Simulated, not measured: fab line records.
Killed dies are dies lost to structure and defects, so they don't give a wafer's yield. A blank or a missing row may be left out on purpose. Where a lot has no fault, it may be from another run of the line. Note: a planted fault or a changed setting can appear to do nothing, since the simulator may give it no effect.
fab line records	flow sky130
[record] lots = 13	wafers = 39	last_day = 50
route steps=708 shown LOCAL_INTERCONNECT@402 CONTACT@406 METAL1@434 PAD_OPEN@708
lots that met no fault: taken from a fault-free run of the same line
start_h: hours from the record's opening day to when the first of the lot's shown wafers began	wait_h: time in hours since the lot's previous step	" unchanged from the row above	L1.1+2: a row that stands for several wafers	- either no value or no given start	* or withheld: withheld	< > ~ a bound
route shown NAME@n: names a module that has steps shown in the file, with the first one's number in the route	usual: average and standard deviation across the fault-free wafers	same: alike in all rows	chamber/n: place in a boat	sites: each site's reading	_std_site: how widely they spread, as a standard deviation	_edge_site: the outer-site mean with the inner-site mean subtracted	radius_mm: how far each site lies from the wafer's centre	mask NAME#n: copy n	behind: tool/chamber where the wafer was last shaped	hold: what put the lot on hold/how long, in hours/how the hold closed	device: the transistor (n, p or np) that didn't switch	end of line: the same wafers' tests at the end of the route	a step without rows: its recipe alone	killed: not the wafer's yield, but the dies lost to structure and defects at the first sort	map: the dies of a wafer, with x for killed, . for not killed, _ for no die there
set.NAME: the setting as run; set.NAME@STEP: as run at that earlier step	model.NAME: the simulator's own value behind a step, which no gauge read
the route's steps for a sample of lots (tables are steps, rows are wafers)
services: when a tool's chamber went out of use (start_h, in hours from the record's first day, below 0 if earlier), for how many hours, and the reason
[[steps]]
[step SKY_LOCAL_INTERCONNECT_STRIP_15]
[recipe] chemistry = O2/N2	power_w = 1400	pressure_mtorr = 1500	platen_temp_c = withheld	o2_flow_sccm = 3000	n2_flow_sccm = 300	overash_fraction = 0.5
[usual] drypump_motor_current_A = 5.6/0.67	oes_product_au = 0.427/0.0045	strip_time_to_endpoint_s = 4.726/0.017
lot.wafer	tool	chamber	start_h	wait_h	drypump_motor_current_A	oes_product_au	rf_hours_counter_h	strip_time_to_endpoint_s
L257.2	plasma_asher-02	0	698.56	0.0	5.8	0.420	102	4.697
L257.3	"	1	"	"	6.4	0.429	-	4.725
L257.4	"	0	"	"	5.8	0.430	-	4.743
L258.3	plasma_asher-04	1	713.77	0.1	4.9	0.429	-	4.712
L258.5	"	0	"	"	6.3	0.437	-	4.726
L258.6	"	1	"	"	4.9	0.421	-	4.752
L259.2	plasma_asher-02	0	717.95	0.1	5.8	0.427	105	4.767
L259.4	"	1	"	"	6.4	0.428	-	4.757
L259.6	"	0	"	"	5.8	0.425	-	4.766
L260.1	plasma_asher-04	0	733.60	0.1	6.3	0.424	63	4.738
L260.3	"	1	"	"	5.0	0.431	-	4.746
L260.5	"	0	"	"	6.4	0.423	-	4.734
L263.1	plasma_asher-01	0	753.38	0.0	4.9	0.422	23	4.767
L263.3	"	1	"	"	5.0	0.426	-	4.724
L263.5	"	1	"	"	5.0	0.422	-	4.722
L262.1	plasma_asher-02	0	763.48	0.0	5.8	0.426	2	4.722
L262.3	"	1	"	"	6.4	0.424	-	4.729
L262.4	"	0	"	"	5.8	0.423	-	4.727
L264.1	plasma_asher-02	0	768.93	0.0	5.8	0.424	2	4.726
L264.2	"	1	"	"	6.5	0.433	2	4.739
L264.4	"	1	"	"	6.5	0.421	-	4.713
L266.3	plasma_asher-01	1	783.66	0.1	5.0	0.433	-	4.746
L266.4	"	0	"	"	4.8	0.424	-	4.729
L266.5	"	1	"	"	5.0	0.436	-	4.777
L271.1	plasma_asher-04	0	819.76	0.0	6.3	0.423	71	4.717
L271.3	"	1	"	"	4.9	0.432	-	4.721
L271.4	"	0	"	"	6.3	0.425	-	4.730
L273.2	plasma_asher-02	1	832.11	0.0	6.5	0.428	9	4.707
L273.3	"	0	"	"	5.8	0.429	-	4.725
L273.6	"	1	"	"	6.5	0.433	-	4.731
L274.2	plasma_asher-04	1	840.78	0.0	4.9	0.423	73	4.714
L274.3	"	0	"	"	6.4	0.420	-	4.730
L274.5	"	1	"	"	5.0	0.435	-	4.737
L278.1	plasma_asher-01	1	871.68	0.0	5.0	0.422	35	4.738
L278.4	"	0	"	"	4.8	0.431	-	4.714
L278.5	"	1	"	"	5.0	0.431	-	4.737
L280.2	plasma_asher-04	1	878.66	0.0	4.9	0.422	77	4.705
L280.3	"	0	"	"	6.4	0.424	-	4.709
L280.6	"	0	"	"	6.4	0.420	-	4.707
[step SKY_CONTACT_CVD_00]
[recipe] material = Si3N4	target_thk_nm = 75	temp_c = 400	time_s = withheld	rf_w = 450
[usual] heater_power_w = 757/110
lot.wafer	tool	chamber	start_h	wait_h	heater_power_w
L257.2	pecvd-03	1	699.18	0.0	1037
L257.3	"	0	"	"	882
L257.4	"	1	"	"	1019
L258.3	pecvd-01	2	714.34	0.0	813
L258.5	"	0	"	"	692
L258.6	"	1	"	"	720
L259.2	pecvd-03	0	718.54	0.0	874
L259.4	"	0	"	"	842
L259.6	"	2	"	"	703
L260.1	pecvd-01	2	734.25	0.0	907
L260.3	"	1	"	"	655
L260.5	"	1	"	"	670
L263.1	pecvd-02	0	753.97	0.0	891
L263.3	"	2	"	"	646
L263.5	"	2	"	"	666
L262.1	pecvd-03	2	764.07	0.0	728
L262.3	"	1	"	"	964
L262.4	"	2	"	"	740
L264.1	pecvd-02	0	769.53	0.0	736
L264.2	"	1	"	"	618
L264.4	"	1	"	"	640
L266.3	pecvd-02	0	784.26	0.0	856
L266.4	"	0	"	"	867
L266.5	"	1	"	"	642
L271.1	pecvd-01	0	820.35	0.0	702
L271.3	"	0	"	"	715
L271.4	"	2	"	"	783
L273.2	pecvd-01	0	832.76	0.0	778
L273.3	"	2	"	"	754
L273.6	"	2	"	"	771
L274.2	pecvd-01	0	841.49	0.0	734
L274.3	"	0	"	"	744
L274.5	"	2	"	"	835
L278.1	pecvd-03	0	872.63	0.0	849
L278.4	"	1	"	"	1084
L278.5	"	0	"	"	857
L280.2	pecvd-03	1	879.26	0.0	1014
L280.3	"	0	"	"	867
L280.6	"	2	"	"	761
[step SKY_CONTACT_ETCH_18]
[recipe] target = Si3N4	chemistry = CHF3/O2	stop_on = TiN	source_w = 600	bias_w = 200	pressure_mtorr = 40	chf3_flow_sccm = 50	O2_flow_sccm = 5	time_s = 39	target_depth_a = 750
[usual] bias_w = 200.0/0.6	drypump_motor_current_A = 5.7/0.51	oes_product_au = 0.859/0.0071	throttle_valve_pct = 8.794/0.0092
lot.wafer	tool	chamber	start_h	wait_h	bias_w	drypump_motor_current_A	oes_product_au	rf_hours_counter_h	throttle_valve_pct
L257.2	rie_diel-04	3	728	-	199.6	5.4	0.867	2	8.804
L257.3	"	2	"	"	199.9	5.1	0.856	11	8.773
L257.4	"	1	"	"	200.9	6.2	0.862	28	8.801
L258.3	rie_diel-04	2	742	-	199.8	5.1	0.861	11	8.793
L258.5	"	3	"	"	199.6	5.4	0.857	-	8.799
L258.6	"	2	"	"	199.4	5.1	0.863	-	8.794
L259.2	rie_diel-03	2	746	-	199.5	6.1	0.854	5	8.797
L259.4	"	1	"	"	199.1	4.8	0.878	16	8.806
L259.6	"	2	"	"	199.5	6.1	0.860	-	8.802
L260.1	rie_diel-04	0	761	-	199.1	5.0	0.853	3	8.797
L260.3	"	3	"	"	199.9	5.5	0.859	3	8.789
L260.5	"	1	"	"	199.8	6.3	0.860	-	8.793
L263.1	rie_diel-03	3	781	-	199.0	5.4	0.855	4	8.799
L263.3	"	0	"	"	199.8	6.2	0.850	1	8.808
L263.5	"	3	"	"	199.0	5.4	0.845	-	8.770
L262.1	rie_diel-01	3	791	-	198.9	5.7	0.849	31	8.788
L262.3	"	3	"	"	200.8	5.7	0.856	-	8.787
L262.4	"	1	"	"	199.8	6.3	0.861	-	8.790
L264.1	rie_diel-04	1	796	-	200.2	6.3	0.865	30	8.783
L264.2	"	0	"	"	199.4	5.0	0.851	4	8.794
L264.4	"	3	"	"	200.6	5.4	0.861	4	8.803
L266.3	rie_diel-01	3	811	-	200.0	5.7	0.855	32	8.790
L266.4	"	1	"	"	200.0	6.3	0.862	-	8.785
L266.5	"	2	"	"	200.1	5.3	0.858	-	8.782
L271.1	rie_diel-04	0	847	-	199.9	5.0	0.847	5	8.785
L271.3	"	3	"	"	199.9	5.5	0.863	5	8.799
L271.4	"	2	"	"	200.1	5.2	0.870	14	8.784
L273.2	rie_diel-01	0	859	-	292.8	5.9	0.851	1	8.791
L273.3	"	2	"	"	201.3	5.3	0.855	11	8.798
L273.6	"	2	"	"	201.4	5.3	0.854	-	8.801
L274.2	rie_diel-01	2	868	-	199.7	5.3	0.851	11	8.777
L274.3	"	0	"	"	292.0	6.0	0.853	1	8.799
L274.5	"	0	"	"	292.9	6.0	0.856	-	8.804
L278.1	rie_diel-04	3	899	-	199.3	5.4	0.852	7	8.775
L278.4	"	1	"	"	200.2	6.3	0.866	1	8.790
L278.5	"	2	"	"	200.8	5.2	0.870	-	8.797
L280.2	rie_diel-04	0	906	-	199.6	5.0	0.844	7	8.786
L280.3	"	3	"	"	200.3	5.4	0.850	8	8.786
L280.6	"	1	"	"	199.3	6.3	0.853	-	8.788
[step SKY_METAL1_SPUTTER_00]
[recipe] material = Ti	target_thk_nm = 15	power_w = 3000	time_s = 10	chamber_pressure_pa = 0.4
[usual] throttle_valve_pct = 29.8/0.96
lot.wafer	tool	chamber	start_h	wait_h	throttle_valve_pct
L257.2	pvd_sputter-01	-	730.16	0.1	31.6
L257.3	"	-	"	"	30.1
L257.4	"	-	"	"	28.5
L258.3	pvd_sputter-02	-	744.12	0.2	30.1
L258.5	"	-	"	"	28.6
L258.6	"	-	"	"	30.2
L259.2	pvd_sputter-02	-	748.17	0.1	30.1
L259.4	"	-	"	"	29.9
L259.6	"	-	"	"	29.7
L260.1	pvd_sputter-01	-	762.77	0.2	28.7
L260.3	"	-	"	"	31.1
L260.5	"	-	"	"	31.4
L263.1	pvd_sputter-02	-	782.50	0.2	28.3
L263.3	"	-	"	"	30.1
L263.5	"	-	"	"	29.8
L262.1	pvd_sputter-04	-	792.84	0.1	31.0
L262.3	"	-	"	"	30.4
L262.4	"	-	"	"	30.3
L264.1	pvd_sputter-01	-	797.77	0.2	31.4
L264.2	"	-	"	"	29.2
L264.4	"	-	"	"	28.5
L266.3	pvd_sputter-04	-	812.57	0.1	31.1
L266.4	"	-	"	"	31.3
L266.5	"	-	"	"	30.2
L271.1	pvd_sputter-04	-	848.96	0.2	31.2
L271.3	"	-	"	"	29.7
L271.4	"	-	"	"	30.3
L273.2	pvd_sputter-01	-	861.02	0.1	29.1
L273.3	"	-	"	"	30.3
L273.6	"	-	"	"	31.3
L274.2	pvd_sputter-02	-	869.50	0.2	30.0
L274.3	"	-	"	"	28.8
L274.5	"	-	"	"	30.2
L278.1	pvd_sputter-02	-	900.42	0.2	29.8
L278.4	"	-	"	"	30.2
L278.5	"	-	"	"	29.9
L280.2	pvd_sputter-01	-	907.84	0.2	31.3
L280.3	"	-	"	"	29.3
L280.6	"	-	"	"	30.4
[step SKY_PAD_OPEN_PROBE_99]
[usual] killed_at_M0_to_M3 = 42/7.6	killed_at_M4_up = 3.4/2	killed_at_contacts = 24/5.9	killed_at_front_end = 16/4.5	killed_at_other = 0.4/0.58	killed_dies = 86/10	killed_open = 47/7.6	killed_short = 39/6.7
[same] gross_dies = 492	killed_at_back_side = 0
lot.wafer	tool	chamber	start_h	wait_h	killed_at_M0_to_M3	killed_at_M4_up	killed_at_contacts	killed_at_front_end	killed_at_other	killed_dies	killed_open	killed_short
L257.2	prober-02	-	1070.18	0.1	39	2	20	14	0	75	34	41
L257.3	prober-02	-	1070.23	0.2	45	1	18	20	0	84	48	36
L257.4	prober-02	-	1070.28	0.2	39	3	23	5	0	70	41	29
L258.3	prober-02	-	1082.08	0.2	42	2	20	14	0	78	43	35
L258.5	prober-02	-	1082.18	0.2	33	8	22	15	0	78	39	39
L258.6	prober-02	-	1082.23	0.2	37	4	31	16	1	89	47	42
L259.2	prober-02	-	1087.33	0.1	38	5	18	15	1	77	34	42
L259.4	prober-02	-	1087.43	0.2	42	3	29	28	1	103	58	45
L259.6	prober-02	-	1087.53	0.2	48	2	20	20	1	91	49	40
L260.1	prober-02	-	1096.78	0.1	36	2	34	23	0	95	46	49
L260.3	prober-02	-	1096.88	0.2	35	5	23	22	0	85	43	42
L260.5	prober-02	-	1096.98	0.2	37	3	13	17	1	71	33	37
L263.1	prober-02	-	1110.84	0.1	38	3	33	15	1	90	52	37
L263.3	prober-02	-	1110.94	0.2	49	3	24	18	2	96	60	34
L263.5	prober-02	-	1111.04	0.2	38	5	22	15	0	80	37	42
L262.1	prober-02	-	1119.62	0.1	23	4	28	18	0	73	43	30
L262.3	prober-02	-	1119.72	0.2	40	5	23	18	0	86	49	37
L262.4	prober-02	-	1119.77	0.2	37	1	26	21	0	85	44	41
L264.1	prober-02	-	1124.18	0.1	55	5	28	21	0	109	57	52
L264.2	prober-02	-	1124.23	0.1	47	1	25	12	0	85	44	41
L264.4	prober-02	-	1124.33	0.2	31	3	10	15	0	59	25	34
L266.3	prober-02	-	1131.97	0.2	40	2	38	15	0	95	58	37
L266.4	prober-02	-	1132.02	0.2	38	4	21	18	0	81	44	37
L266.5	prober-02	-	1132.07	0.2	36	5	20	20	1	82	43	38
L271.1	prober-02	-	1160.26	0.1	39	3	20	23	0	85	44	41
L271.3	prober-02	-	1160.36	0.2	38	4	13	28	0	83	43	40
L271.4	prober-02	-	1160.41	0.2	39	3	17	12	0	71	33	38
L273.2	prober-02	-	1168.98	0.1	53	2	19	9	1	84	58	26
L273.3	prober-02	-	1169.03	0.2	38	2	26	7	1	74	47	27
L273.6	prober-02	-	1169.18	0.2	45	3	26	13	0	87	42	45
L274.2	prober-02	-	1173.73	0.1	42	2	27	17	1	89	46	41
L274.3	prober-02	-	1173.78	0.2	46	2	20	11	0	79	48	30
L274.5	prober-02	-	1173.88	0.2	55	2	31	11	0	99	57	41
L278.1	prober-02	-	1193.58	0.1	45	4	28	15	1	93	56	36
L278.4	prober-02	-	1193.73	0.2	39	4	25	12	0	80	42	38
L278.5	prober-02	-	1193.78	0.2	38	5	32	14	0	89	54	35
L280.2	prober-02	-	1200.92	2.0	39	4	16	15	0	74	44	30
L280.3	prober-02	-	1200.97	2.0	45	1	27	15	0	88	47	41
L280.6	prober-02	-	1201.12	2.1	48	5	22	11	0	86	46	40
// killed by level:class
L257.2 CONTACT:geometric_particle:open=9 VIA1:geometric_particle:open=9 METAL1:geometric_particle:short=6 METAL2:geometric_particle:short=5 CONTACT:geometric_particle:short=4 VIA1:geometric_particle:short=4 VIA2:geometric_particle:open=4 FIELD_ISO:geometric_particle:short=3
L257.3 VIA1:geometric_particle:open=13 VIA2:geometric_particle:open=7 POLY_GATE:geometric_particle:short=6 LI_CONTACT:geometric_particle:open=6 CONTACT:geometric_particle:open=6 METAL1:geometric_particle:short=6 VIA3:geometric_particle:open=6 FIELD_ISO:geometric_particle:short=5
L257.4 CONTACT:geometric_particle:open=9 VIA1:geometric_particle:open=8 LI_CONTACT:geometric_particle:open=8 METAL1:geometric_particle:short=6 METAL1:geometric_particle:open=5 VIA2:geometric_particle:open=4 VIA3:geometric_particle:open=4 CONTACT:geometric_particle:short=3
L258.3 VIA1:geometric_particle:open=16 LOCAL_INTERCONNECT:geometric_particle:short=6 VIA3:geometric_particle:open=6 CONTACT:geometric_particle:open=5 VIA3:geometric_particle:short=5 LI_CONTACT:geometric_particle:open=4 POLY_GATE:geometric_particle:short=4 METAL1:geometric_particle:open=4
L258.5 CONTACT:geometric_particle:open=10 LOCAL_INTERCONNECT:geometric_particle:short=8 VIA1:geometric_particle:open=8 VIA3:geometric_particle:open=7 METAL4:geometric_particle:short=7 METAL3:geometric_particle:short=6 FIELD_ISO:geometric_particle:short=4 FIELD_ISO:geometric_particle:open=3
L258.6 CONTACT:geometric_particle:open=9 LI_CONTACT:geometric_particle:open=8 VIA1:geometric_particle:open=8 VIA3:geometric_particle:open=7 CONTACT:geometric_particle:short=7 LOCAL_INTERCONNECT:geometric_particle:short=6 FIELD_ISO:geometric_particle:open=4 FIELD_ISO:geometric_particle:short=4
L259.2 VIA1:geometric_particle:open=8 FIELD_ISO:geometric_particle:short=6 VIA1:geometric_particle:short=6 LI_CONTACT:geometric_particle:open=5 CONTACT:geometric_particle:open=5 CONTACT:geometric_particle:short=4 METAL1:geometric_particle:short=4 VIA2:geometric_particle:open=4
L259.4 CONTACT:geometric_particle:open=12 POLY_GATE:geometric_particle:open=11 VIA1:geometric_particle:open=10 LI_CONTACT:geometric_particle:open=8 METAL2:geometric_particle:short=8 LOCAL_INTERCONNECT:geometric_particle:short=5 FIELD_ISO:geometric_particle:short=5 SPACER:geometric_particle:open=5
L259.6 VIA1:geometric_particle:open=13 CONTACT:geometric_particle:open=10 VIA1:geometric_particle:short=9 METAL1:geometric_particle:short=7 VIA2:geometric_particle:open=6 FIELD_ISO:geometric_particle:open=5 POLY_GATE:geometric_particle:open=4 SPACER:geometric_particle:short=3
L260.1 LI_CONTACT:geometric_particle:open=11 VIA1:geometric_particle:open=8 LI_CONTACT:geometric_particle:short=7 CONTACT:geometric_particle:short=7 VIA3:geometric_particle:open=6 FIELD_ISO:geometric_particle:short=5 METAL2:geometric_particle:short=5 POLY_GATE:geometric_particle:short=4
L260.3 CONTACT:geometric_particle:open=10 FIELD_ISO:geometric_particle:short=7 VIA1:geometric_particle:open=6 VIA1:geometric_particle:short=6 VIA3:geometric_particle:open=6 VIA3:geometric_particle:short=4 LI_CONTACT:geometric_particle:open=4 LOCAL_INTERCONNECT:geometric_particle:short=4
L260.5 VIA1:geometric_particle:open=9 POLY_GATE:geometric_particle:short=6 VIA1:geometric_particle:short=5 LOCAL_INTERCONNECT:geometric_particle:short=5 METAL2:geometric_particle:short=5 VIA3:geometric_particle:open=5 FIELD_ISO:geometric_particle:open=3 LI_CONTACT:geometric_particle:open=3
L263.1 CONTACT:geometric_particle:open=16 VIA3:geometric_particle:open=9 VIA1:geometric_particle:open=8 METAL3:geometric_particle:short=6 LI_CONTACT:geometric_particle:open=5 CONTACT:geometric_particle:short=5 METAL2:geometric_particle:short=5 FIELD_ISO:geometric_particle:short=3
L263.3 CONTACT:geometric_particle:open=12 VIA1:geometric_particle:open=9 FIELD_ISO:geometric_particle:open=8 VIA2:geometric_particle:open=8 VIA1:geometric_particle:short=8 POLY_GATE:geometric_particle:open=5 LI_CONTACT:geometric_particle:open=5 VIA2:geometric_particle:short=5
L263.5 VIA1:geometric_particle:open=10 CONTACT:geometric_particle:open=7 METAL2:geometric_particle:short=6 POLY_GATE:geometric_particle:short=5 LI_CONTACT:geometric_particle:open=5 VIA3:geometric_particle:short=5 POLY_GATE:geometric_particle:open=4 CONTACT:geometric_particle:short=4
L262.1 CONTACT:geometric_particle:open=11 POLY_GATE:geometric_particle:short=6 POLY_GATE:geometric_particle:open=6 CONTACT:geometric_particle:short=5 LOCAL_INTERCONNECT:geometric_particle:short=5 LI_CONTACT:geometric_particle:open=4 VIA1:geometric_particle:open=4 VIA2:geometric_particle:open=4
L262.3 VIA1:geometric_particle:open=11 VIA3:geometric_particle:open=9 CONTACT:geometric_particle:open=8 LI_CONTACT:geometric_particle:open=6 VIA2:geometric_particle:open=6 METAL4:geometric_particle:short=5 POLY_GATE:geometric_particle:short=4 POLY_GATE:geometric_particle:open=4
L262.4 FIELD_ISO:geometric_particle:short=8 LI_CONTACT:geometric_particle:open=7 VIA1:geometric_particle:open=7 CONTACT:geometric_particle:open=7 METAL1:geometric_particle:short=7 CONTACT:geometric_particle:short=6 POLY_GATE:geometric_particle:open=5 VIA2:geometric_particle:open=5
L264.1 VIA2:geometric_particle:open=12 VIA1:geometric_particle:open=12 CONTACT:geometric_particle:open=10 CONTACT:geometric_particle:short=7 VIA3:geometric_particle:open=7 FIELD_ISO:geometric_particle:open=6 FIELD_ISO:geometric_particle:short=6 METAL1:geometric_particle:short=6
L264.2 VIA1:geometric_particle:open=12 CONTACT:geometric_particle:open=9 VIA1:geometric_particle:short=7 VIA3:geometric_particle:open=7 LI_CONTACT:geometric_particle:open=5 LOCAL_INTERCONNECT:geometric_particle:short=5 CONTACT:geometric_particle:short=5 METAL1:geometric_particle:short=5
L264.4 METAL2:geometric_particle:short=6 VIA1:geometric_particle:open=6 POLY_GATE:geometric_particle:short=5 METAL1:geometric_particle:short=5 FIELD_ISO:geometric_particle:short=4 FIELD_ISO:geometric_particle:open=3 LOCAL_INTERCONNECT:geometric_particle:short=3 VIA3:geometric_particle:open=3
L266.3 VIA1:geometric_particle:open=12 LI_CONTACT:geometric_particle:open=11 CONTACT:geometric_particle:open=10 VIA1:geometric_particle:short=8 LOCAL_INTERCONNECT:geometric_particle:short=7 FIELD_ISO:geometric_particle:open=6 CONTACT:geometric_particle:short=5 VIA2:geometric_particle:open=5
L266.4 VIA1:geometric_particle:open=8 CONTACT:geometric_particle:open=7 VIA2:geometric_particle:open=6 VIA3:geometric_particle:open=5 POLY_CUT:geometric_particle:short=4 LI_CONTACT:geometric_particle:open=4 METAL1:geometric_particle:short=4 VIA2:geometric_particle:short=4
L266.5 METAL1:geometric_particle:short=8 FIELD_ISO:geometric_particle:short=7 VIA1:geometric_particle:open=7 LI_CONTACT:geometric_particle:open=7 FIELD_ISO:geometric_particle:open=6 VIA3:geometric_particle:open=5 METAL4:geometric_particle:short=4 CONTACT:geometric_particle:open=4
L271.1 VIA1:geometric_particle:open=8 VIA3:geometric_particle:open=7 FIELD_ISO:geometric_particle:short=6 POLY_GATE:geometric_particle:open=6 VIA2:geometric_particle:open=6 VIA1:geometric_particle:short=5 CONTACT:geometric_particle:open=5 METAL1:geometric_particle:short=5
L271.3 FIELD_ISO:geometric_particle:open=10 METAL1:geometric_particle:short=9 FIELD_ISO:geometric_particle:short=7 VIA3:geometric_particle:open=7 POLY_GATE:geometric_particle:short=6 CONTACT:geometric_particle:open=6 VIA1:geometric_particle:short=5 VIA2:geometric_particle:open=5
L271.4 VIA1:geometric_particle:short=9 VIA1:geometric_particle:open=7 METAL2:geometric_particle:short=7 POLY_GATE:geometric_particle:open=6 CONTACT:geometric_particle:open=6 VIA3:geometric_particle:open=5 LOCAL_INTERCONNECT:geometric_particle:short=4 METAL1:geometric_particle:short=4
L273.2 VIA1:geometric_particle:open=12 CONTACT:geometric_particle:open=9 VIA2:geometric_particle:open=9 VIA3:geometric_particle:open=8 METAL2:geometric_particle:short=7 LI_CONTACT:geometric_particle:open=5 FIELD_ISO:geometric_particle:open=4 SPACER:geometric_particle:open=3
L273.3 CONTACT:geometric_particle:open=14 VIA1:geometric_particle:open=12 LI_CONTACT:geometric_particle:open=5 METAL1:geometric_particle:short=5 VIA3:geometric_particle:open=5 METAL2:geometric_particle:short=4 FIELD_ISO:geometric_particle:open=3 LI_CONTACT:geometric_particle:short=3
L273.6 CONTACT:geometric_particle:open=9 VIA1:geometric_particle:short=9 VIA1:geometric_particle:open=9 VIA3:geometric_particle:open=7 CONTACT:geometric_particle:short=7 METAL2:geometric_particle:short=6 VIA2:geometric_particle:open=5 LI_CONTACT:geometric_particle:open=5
L274.2 VIA1:geometric_particle:open=10 LI_CONTACT:geometric_particle:open=9 CONTACT:geometric_particle:open=7 CONTACT:geometric_particle:short=6 VIA3:geometric_particle:open=6 METAL2:geometric_particle:short=5 METAL3:geometric_particle:short=5 POLY_GATE:geometric_particle:open=4
L274.3 VIA1:geometric_particle:open=9 CONTACT:geometric_particle:open=8 METAL1:geometric_particle:short=7 VIA3:geometric_particle:open=7 LI_CONTACT:geometric_particle:open=6 VIA1:geometric_particle:short=4 METAL2:geometric_particle:short=4 FIELD_ISO:geometric_particle:short=3
L274.5 VIA1:geometric_particle:open=16 CONTACT:geometric_particle:open=12 LI_CONTACT:geometric_particle:open=9 VIA2:geometric_particle:open=8 METAL3:geometric_particle:short=7 CONTACT:geometric_particle:short=6 METAL2:geometric_particle:short=6 POLY_GATE:geometric_particle:short=5
L278.1 VIA1:geometric_particle:open=11 CONTACT:geometric_particle:open=9 LI_CONTACT:geometric_particle:open=8 VIA3:geometric_particle:open=8 LI_CONTACT:geometric_particle:short=6 METAL1:geometric_particle:short=6 VIA3:geometric_particle:short=6 FIELD_ISO:geometric_particle:open=4
L278.4 CONTACT:geometric_particle:open=10 VIA1:geometric_particle:open=8 VIA3:geometric_particle:open=6 METAL1:geometric_particle:short=5 METAL2:geometric_particle:short=5 POLY_GATE:geometric_particle:open=4 LI_CONTACT:geometric_particle:open=4 LOCAL_INTERCONNECT:geometric_particle:short=4
L278.5 CONTACT:geometric_particle:open=12 LI_CONTACT:geometric_particle:open=10 VIA3:geometric_particle:open=9 VIA2:geometric_particle:open=7 POLY_GATE:geometric_particle:short=5 VIA1:geometric_particle:open=5 POLY_GATE:geometric_particle:open=4 LI_CONTACT:geometric_particle:short=4
L280.2 VIA1:geometric_particle:open=8 METAL1:geometric_particle:short=7 VIA3:geometric_particle:open=7 VIA2:geometric_particle:open=7 LI_CONTACT:geometric_particle:open=5 CONTACT:geometric_particle:open=5 POLY_GATE:geometric_particle:open=4 LOCAL_INTERCONNECT:geometric_particle:short=4
L280.3 VIA1:geometric_particle:open=11 CONTACT:geometric_particle:open=10 VIA3:geometric_particle:short=8 LI_CONTACT:geometric_particle:open=6 VIA3:geometric_particle:open=6 LOCAL_INTERCONNECT:geometric_particle:short=5 POLY_GATE:geometric_particle:short=4 VIA2:geometric_particle:open=4
L280.6 VIA3:geometric_particle:open=12 LI_CONTACT:geometric_particle:open=8 METAL1:geometric_particle:short=8 METAL2:geometric_particle:short=8 LOCAL_INTERCONNECT:geometric_particle:short=6 VIA1:geometric_particle:open=6 VIA2:geometric_particle:open=5 CONTACT:geometric_particle:open=4
[[services]]
tool	chamber	start_h	hours	kind
plasma_asher-04	-	675.47	1.3	repair
rie_diel-04	-	690.48	0.3	repair
pvd_sputter-01	-	694.46	8.7	repair
rie_diel-01	2	708.40	2.8	repair
rie_diel-01	2	719.68	3.7	repair
plasma_asher-02	-	733.75	9.0	pm
pvd_sputter-01	-	737.42	0.8	repair
rie_diel-04	-	743.68	2.8	pm
plasma_asher-02	-	746.44	0.7	repair
pecvd-01	2	759.63	5.0	repair
pecvd-03	-	785.51	41.0	repair
rie_diel-01	0	787.15	32.6	repair
rie_diel-01	2	788.93	11.4	repair
plasma_asher-04	-	795.43	0.9	repair
plasma_asher-04	-	798.10	9.4	repair
plasma_asher-04	-	807.52	9.4	repair
plasma_asher-02	-	810.31	1.3	repair
rie_diel-04	0	821.91	5.6	repair
pvd_sputter-01	-	840.20	2.1	repair
pvd_sputter-02	-	840.35	2.9	repair
pecvd-01	2	844.36	5.1	repair
rie_diel-04	1	849.97	6.1	repair
plasma_asher-04	-	884.23	14.6	pm
pecvd-01	-	897.69	6.0	pm
[[key]]
[first_sign] step = SKY_CONTACT_ETCH_18	reading = bias_w	direction = up	sigmas = 99+	usual = 200.0	struck = 292.5
effect none on later readings
met_at SKY_CONTACT_ETCH_18
struck_lots L273,L274
struck_wafers L273.2,L274.3,L274.5
tester_left_out L273,L274
not_acting_at SKY_LOCAL_INTERCONNECT_STRIP_15,SKY_CONTACT_CVD_00,SKY_METAL1_SPUTTER_00
[fault] kind = process_parameter_drift	tool = rie_diel-01	chamber = 0	onset_h = 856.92	steps = SKY_CONTACT_ETCH_18	channel = bias_w	offset = 92.19	shape = step	end_h = 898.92	acts_in = these_recipes_only	stated = 200
// tester_left_out: of these lots the tester's yield and bins aren't shown, on N5 and GAA mostly nor the transistor test; their killed dies are dies lost to structure and defects alone, not to doping, threshold or leakage, so they don't give the yield
